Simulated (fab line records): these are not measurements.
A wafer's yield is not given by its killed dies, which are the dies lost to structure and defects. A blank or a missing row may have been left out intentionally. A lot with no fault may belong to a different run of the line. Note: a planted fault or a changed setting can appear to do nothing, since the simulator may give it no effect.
Which tool did it? ; flow gf180mcu ; 13 lots with 37 wafers sampled at 5 steps, on a route of 602 steps

WHAT EACH GAUGE READ, for each wafer
GF_STI_THK_MEAS_22.
lot;measured;on;STI_OXIDATION_01_THK (nm)
L910;day 2 08:33;film metro-04;15.1 15.0 15.1
L911;day 2 15:11;film metro-04;14.7 14.8 14.9
L912;day 2 22:55;film metro-04;14.6 14.4 14.3
L913;day 3 00:28;film metro-01;14.9 14.8 14.8
L915;day 3 11:41;film metro-04;14.6 14.5 14.6
L916;day 3 17:29;film metro-01;15.4 14.9 15.0
L917;day 3 20:19;film metro-04;15.3 15.3 15.2
L918;day 4 02:08;film metro-01;14.3 14.3 14.3
L919;day 4 07:53;film metro-02;15.4 15.3 15.1
L920;day 4 11:34;film metro-04;15.0 15.2 15.1
L923;day 5 05:10;film metro-02;14.7 14.8 14.7
L926;day 5 18:29;film metro-04;15.2
L932;day 7 01:17;film metro-02;15.0 15.0 15.0

GF_VT_IMPLANT_RS_MEAS_47: measures by four-point-probe.
lot;measured;on;NWELL_RS (ohm/sq)
L910;day 7 19:44;film metro-03;487.5 486.4 486.9
L911;day 8 09:18;film metro-01;486.6 485.9 487.2
L912;day 8 14:46;film metro-03;488.6 486.2 486.9
L913;day 8 18:14;film metro-01;484.9 485.7 485.3
L915;day 9 07:01;film metro-01;487.2 488.0 487.1
L916;day 9 18:00;film metro-02;487.3 486.9 487.7
L917;day 9 18:13;film metro-01;489.0 488.7 488.1
L918;day 9 23:01;film metro-02;486.6 487.1 488.9
L919;day 10 14:26;film metro-03;488.2 487.6 488.0
L920;day 10 16:22;film metro-03;487.7 486.6 488.0
L923;day 11 10:09;film metro-02;485.4 486.9 487.2
L926;day 12 05:54;film metro-03;483.3
L932;day 13 23:46;film metro-03;485.9 486.2 487.4

EACH LOT AND THE TOOL THAT RAN IT (in order: tool; ch and the chambers of the sampled wafers; start)
lot;GF_NWELL_IMPLANT_09;GF_NWELL_STRIP_10;GF_MVSD_STRIP_10
L910;implanter-01 ch 0, day 3 12:43;plasma asher-01 ch 0,1, day 3 12:50;plasma asher-01 ch 0,1, day 4 15:20
L911;implanter-03 ch 0, day 3 23:05;plasma asher-02 ch 0,1, day 3 23:13;plasma asher-04 ch 0,1, day 5 03:58
L912;implanter-02 ch 0, day 4 05:20;plasma asher-01 ch 0,1, day 4 05:29;plasma asher-03 ch 0,1, day 5 08:05
L913;implanter-03 ch 0, day 4 07:03;plasma asher-03 ch 0,1, day 4 07:11;plasma asher-03 ch 0,1, day 5 10:44
L915;implanter-01 ch 0, day 4 18:56;plasma asher-01 ch 0,1, day 4 19:05;plasma asher-04 ch 0,1, day 5 22:32
L916;implanter-01 ch 0, day 5 02:44;plasma asher-02 ch 0,1, day 5 02:53;plasma asher-03 ch 0,1, day 6 08:44
L917;implanter-02 ch 0, day 5 03:09;plasma asher-03 ch 0,1, day 5 03:16;plasma asher-01 ch 0,1, day 6 09:25
L918;implanter-02 ch 0, day 5 07:57;plasma asher-01 ch 0,1, day 5 08:04;plasma asher-04 ch 0,1, day 6 13:22
L919;implanter-02 ch 0, day 5 18:48;plasma asher-02 ch 0, day 5 18:56;plasma asher-03 ch 1, day 7 01:32
L920;implanter-03 ch 0, day 5 19:45;plasma asher-02 ch 0,1, day 5 19:53;plasma asher-03 ch 0,1, day 7 02:59
L923;implanter-02 ch 0, day 6 12:38;plasma asher-02 ch 0,1, day 6 12:47;plasma asher-03 ch 0,1, day 7 20:32
L926;implanter-03 ch 0, day 7 03:47;plasma asher-01 ch 0, day 7 03:56;plasma asher-03 ch 0, day 8 12:29
L932;implanter-02 ch 0, day 8 14:05;plasma asher-01 ch 0,1, day 8 14:14;plasma asher-03 ch 0,1, day 10 01:13
- GF_NWELL_IMPLANT_09
- GF_NWELL_STRIP_10: strips in O2/N2.
- GF_MVSD_STRIP_10: strips in O2/N2.

WHAT THE TOOLS THEMSELVES READ (means of the sampled wafers that have a number; where no wafer has one, the mark that the record gives instead)
GF_NWELL_IMPLANT_09.
lot;tool;beam on s (s);faraday current uA
L910;implanter-01;10.03;22.4
L911;implanter-03;10.07;22.4
L912;implanter-02;10.13;22.3
L913;implanter-03;10.06;22.4
L915;implanter-01;10.07;22.5
L916;implanter-01;10.09;22.4
L917;implanter-02;10.00;22.6
L918;implanter-02;9.85;22.9
L919;implanter-02;10.07;22.4
L920;implanter-03;9.95;22.7
L923;implanter-02;9.99;22.6
L926;implanter-03;11.06;20.5
L932;implanter-02;10.16;22.3

GF_NWELL_STRIP_10.
lot;tool;chamber pressure mTorr (mTorr);drypump motor current A (A);heater power w (W);oes product au (a.u.);strip time to endpoint s (s)
L910;plasma asher-01;1501.5;5.4;345;0.720;36.90
L911;plasma asher-02;1500.0;5.4;312;0.725;36.98
L912;plasma asher-01;1500.8;5.4;346;0.721;37.12
L913;plasma asher-03;1499.7;5.7;362;0.720;37.18
L915;plasma asher-01;1500.5;5.4;342;0.726;36.84
L916;plasma asher-02;1500.6;5.4;315;0.725;36.96
L917;plasma asher-03;1499.0;5.5;367;0.726;37.14
L918;plasma asher-01;1500.3;5.4;348;0.722;37.15
L919;plasma asher-02;1499.1;6.3;324;0.725;37.12
L920;plasma asher-02;1499.1;5.8;317;0.720;36.99
L923;plasma asher-02;1499.8;5.9;320;0.718;36.96
L926;plasma asher-01;1501.3;5.3;329;0.725;36.95
L932;plasma asher-01;1500.2;5.4;343;0.723;36.93

GF_MVSD_STRIP_10.
lot;tool;chamber pressure mTorr (mTorr);drypump motor current A (A);heater power w (W);oes product au (a.u.);strip time to endpoint s (s)
L910;plasma asher-01;1500.6;5.5;374;0.720;37.07
L911;plasma asher-04;1499.5;5.4;367;0.723;37.02
L912;plasma asher-03;1500.0;5.5;363;0.722;36.88
L913;plasma asher-03;1499.2;5.6;361;0.728;36.99
L915;plasma asher-04;1500.0;5.4;364;0.724;36.84
L916;plasma asher-03;1500.8;5.6;363;0.725;36.99
L917;plasma asher-01;1500.4;5.5;368;0.727;36.88
L918;plasma asher-04;1500.2;5.4;359;0.725;36.88
L919;plasma asher-03;1500.6;5.9;367;0.724;36.97
L920;plasma asher-03;1500.7;5.5;363;0.720;37.11
L923;plasma asher-03;1499.9;5.5;366;0.722;36.98
L926;plasma asher-03;1500.9;5.4;364;0.717;37.11
L932;plasma asher-03;1498.5;5.5;361;0.724;37.03

THE ANSWER, worked out from the rows above alone
Rule: the usual values come from the lots themselves. The widest of any qualifying gaps counts: lots, ordered by their means at a reading, are off when they make up no more than a third of the lots, leave a main group of 4 or more, and stand apart from it by 3 or more times the standard deviation of that group's means. If all means in a main group match to the digits the tables above print for the reading, that group is not used. A lot without any number at a reading at which 4 lots or more have one is off too. All remaining lots with rows at the step are treated as sound. First the gauges in route order, then the tools' own readings, where a lot's mean is used as printed above. At the first step where some lot is off, the reading lying furthest off is the one used; lots without a number count as furthest.
Off: L926 (GF_NWELL_IMPLANT_09, beam on s). Mean 10.04 s and standard deviation 0.08 in the main group.
A tool fits if, at that step or a process step before it, it ran every lot that is off, and no sound lot after the first of them. One fits: implanter-03 at GF_NWELL_IMPLANT_09. A fault onset in the window from L920 (day 5 19:45, its last sound lot) to L926 (day 7 03:47, its first lot off) fits.
The tool's own readings at GF_NWELL_IMPLANT_09 bear it out: on the lots that are off they differ by more than 5 times the standard deviation of the sound lots' means. beam on s reads 11.06 s there against 10.04 s on the sound lots; faraday current uA reads 20.5 there against 22.5 on the sound lots.

WHAT THE SIMULATOR HAD INSERTED
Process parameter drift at GF_NWELL_IMPLANT_09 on implanter-03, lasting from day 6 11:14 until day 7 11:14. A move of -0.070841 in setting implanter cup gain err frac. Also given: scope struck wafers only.
Lots struck among those shown: L926. Same finding as the rule above.
